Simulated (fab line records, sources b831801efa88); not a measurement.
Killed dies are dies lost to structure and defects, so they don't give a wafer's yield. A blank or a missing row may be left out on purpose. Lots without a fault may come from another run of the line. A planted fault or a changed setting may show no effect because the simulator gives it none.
Chamber matching | flow gf180mcu | GF_V3_CMP_26 on cmp-02: 4 sister chambers
The step polishes, stops on SiO2, t overpolish 15.98 s, target thk 0 nm. 8 wafers are shown with their chamber, then 11 later ones without.

WAFERS WITH THEIR CHAMBER
wafer  | chamber | motor_current_A (A) | time_to_endpoint_s (s)
L074.5 | 2       | 10.5                | 79
L078.3 | 2       | 10.7                | 78
L079.5 | 1       | 10.5                | 82
L080.1 | 3       | 11.3                | 81
L080.6 | 3       | 11.3                | 84
L085.5 | 0       | 10.0                | 82
L085.6 | 1       | 10.2                | 80
L086.1 | 0       | 9.5                 | 77

WAFERS WITHOUT THEIR CHAMBER
wafer  | motor_current_A (A) | time_to_endpoint_s (s)
L086.3 | 10.8                | 80
L086.6 | 10.1                | 77
L089.2 | 11.5                | 89
L089.3 | 10.3                | 87
L089.4 | 10.5                | 84
L093.1 | 11.1                | 79
L093.4 | 9.6                 | 81
L093.6 | 10.1                | 81
L097.2 | 11.3                | 78
L097.5 | 10.0                | 79
L097.6 | 11.3                | 75

WHICH CHAMBER EACH WENT THROUGH
wafer  | from the rows above          | in truth
L086.3 | can't be placed: 2 or 1 or 3 | 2
L086.6 | can't be placed: 0 or 1 or 2 | 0
L089.2 | 3                            | 3
L089.3 | can't be placed: 1 or 2 or 0 | 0
L089.4 | can't be placed: 1 or 2      | 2
L093.1 | can't be placed: 3 or 2 or 1 | 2
L093.4 | 0                            | 0
L093.6 | can't be placed: 1 or 0 or 2 | 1
L097.2 | can't be placed: 3 or 2      | 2
L097.5 | can't be placed: 0 or 1 or 2 | 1
L097.6 | can't be placed: 3 or 2 or 1 | 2
Placed correctly: 2 of 11. Can't be placed from these rows: 9 (the true chamber is among the candidates in 9). Placed wrongly: 0.
How it was worked out, from the rows above alone: a wafer's distance from a chamber is the root of the sum, over the readings, of the square of ((its reading less the chamber's mean) divided by the reading's scatter). The wafer belongs to the nearest chamber; if the next one is less than 2 further off, it can't be placed. A chamber's mean is the mean of its shown wafers. The scatter: the root of (the sum of the squares of (reading less its chamber's mean) over the shown wafers, divided by (wafers less chambers)).
